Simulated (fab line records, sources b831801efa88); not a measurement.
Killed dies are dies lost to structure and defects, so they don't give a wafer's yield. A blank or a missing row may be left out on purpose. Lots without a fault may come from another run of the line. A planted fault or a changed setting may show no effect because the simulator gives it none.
Which tool did it? | flow sky130 | 7 lots, 21 wafers sampled, at 1 step of a route of 708

WHAT THE GAUGES READ, wafer by wafer
SKY_VIA3_OVL_MEAS_13.
lot  | measured     | on         | VIA3_OVL (nm)
L518 | day 40 22:11 | overlay-02 | -2 -8 5
L524 | day 42 14:34 | overlay-01 | 10 2 2
L526 | day 43 04:41 | overlay-02 | -6 -7 -1
L528 | day 44 00:13 | overlay-02 | 0 0 5
L532 | day 44 22:38 | overlay-01 | 2 3 7
L534 | day 46 01:20 | overlay-02 | 4 2 -10
L535 | day 46 06:56 | overlay-01 | 1 0 0

WHICH TOOL RAN EACH LOT (tool, then ch and the chambers of the sampled wafers, then the start)
The record holds no process step before these readings.

THE ANSWER, worked out from the rows above alone
Rule: what is usual is taken from the lots themselves. Put in order of their means at a reading, lots are off if they are a third of the lots or fewer, leave a main group of 4 or more, and stand apart from it by a gap of 3 or more times the standard deviation of the main group's means; of several such gaps the widest counts. A main group whose means are all the same, to the digits that the tables above print for the reading, isn't used. A lot without any number at a reading at which 4 lots or more have one is off too. The other lots that the step has rows for count as sound.
No lot is off at any reading shown: from this, nothing can be told.

WHAT THE SIMULATOR HAD PUT IN
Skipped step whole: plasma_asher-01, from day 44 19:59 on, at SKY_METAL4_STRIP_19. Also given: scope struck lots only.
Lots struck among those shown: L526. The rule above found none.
